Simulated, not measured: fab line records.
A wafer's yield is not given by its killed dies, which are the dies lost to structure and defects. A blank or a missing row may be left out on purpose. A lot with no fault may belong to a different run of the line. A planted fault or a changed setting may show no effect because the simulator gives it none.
Struck lot and sound lot, side by side :: flow sky130 :: 15 steps out of a route of 708
Sound: these wafers, L441.1, L441.2, L441.5. Struck: wafers L440.3, L440.5 (left out: L440.2, a lot-mate that was not struck); the cause follows at the end.
Per side, at each step with rows, come the tool, then ch with its chambers, and then its first start. Under that, the readings that differ: sound wafers :: struck wafers :: difference of the means :: sigmas: that difference in standard deviations of wafers without a fault.
alike: words and numbers the same on both sides, and readings whose means are apart by under 2 such deviations; not compared: readings that were withheld, readings missing a value for some wafer, numbers with overlapping values and no deviation given by the record, and bounds like >300 which may hide the same value.
A row with sigmas, a row that says differs or no value, or rows on one side alone: a step with any of these is where the two part. When numbers do not overlap yet have no deviation, they are printed without sigmas and do not part them. Lack of a reading on every wafer of one side parts them only where that side has two or more wafers.

first, 5 steps without rows for these wafers: SKY_CONTACT_STRIP_19 (strips in O2/N2); SKY_CONTACT_STRIP_20 (strips in post etch residue remover, time 1200 s); SKY_CONTACT_CLEAN_21 (cleans in IPA, time 180 s); SKY_CONTACT_CLEAN_22 (cleans in O3/DIW); SKY_CONTACT_SPUTTER_23 (material TiN, target thk 20 nm, time 80 s).
SKY_CONTACT_CVD_24: deposits W, target thk 340 nm, time 102.12 s.
  sound on cvd-w-02 ch 0,1, day 34 00:50; struck on cvd-w-01 ch 0, day 33 17:42
  alike: heater-power-w
SKY_CONTACT_RS_MEAS_25: a four-point-probe measurement.
  sound on film-metro-04, day 34 00:56; struck on film-metro-03, day 33 17:50
  alike: CONTACT_W_RS
SKY_CONTACT_THK_MEAS_26: measures by xrf.
  sound on film-metro-04, day 34 01:04; struck on film-metro-03, day 33 17:56
  alike: CONTACT_W_THK
SKY_CONTACT_CMP_27: polishes, stops on SiO2, t overpolish 15 s, target thk 0 nm.
  sound on cmp-01 ch 1,2,3, day 34 01:10; struck on cmp-01 ch 1,2, day 33 17:59
  alike: motor-current-A, overpolish-run-s, slurry-flow-ml-min, time-to-endpoint-s
SKY_METAL1_SPUTTER_00: material Ti, target thk 15 nm, time 10 s.
  sound on pvd-sputter-03, day 34 01:25; struck on pvd-sputter-01, day 33 18:17
  alike: chamber-pressure-pa, throttle-valve-pct
then, 1 step without rows for these wafers: SKY_METAL1_SPUTTER_01 (material TiN, target thk 20 nm, time 16.7 s).
SKY_METAL1_SPUTTER_02: material AlCu, target thk 250 nm, time 13.3 s.
  sound on pvd-sputter-03, day 34 01:28; struck on pvd-sputter-01, day 33 18:20
  alike: chamber-pressure-pa, throttle-valve-pct
SKY_METAL1_SPUTTER_03: material Ti, target thk 5 nm, time 3.3 s.
  sound on pvd-sputter-03, day 34 01:29; struck on pvd-sputter-01, day 33 18:22
reading: chamber-pressure-pa (Pa)
sound: 0.3993 0.3993 0.3995
struck: 0.4470 0.4476
difference: +0.0479
sigmas: +61

reading: throttle-valve-pct (%)
sound: 30.4 28.5 31.2
struck: 27.9 27.6
difference: -2.3
sigmas: -3
SKY_METAL1_SPUTTER_04: material TiN, target thk 70 nm, time 58.3 s.
  sound on pvd-sputter-03, day 34 01:31; struck on pvd-sputter-01, day 33 18:23
  alike: chamber-pressure-pa, throttle-valve-pct
-- the record jumps here: 14 days lie between the struck wafers' starts before and after (it left off in module METAL1 and takes up again in module PAD_OPEN, whose first step shown is number 708 of the route) --
SKY_PAD_OPEN_PROBE_99:
  record: rows for the struck wafers here (prober-02, day 47 14:44), none for the sound ones

## WHERE THEY PART
Last at SKY_PAD_OPEN_PROBE_99 as far as this record goes, first at SKY_METAL1_SPUTTER_03.

WHY: what the simulator had put in
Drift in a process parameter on pvd-sputter-01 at SKY_METAL1_SPUTTER_03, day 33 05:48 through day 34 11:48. Setting chamber-pressure-pa shifted by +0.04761 from 0.4. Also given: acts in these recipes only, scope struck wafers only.
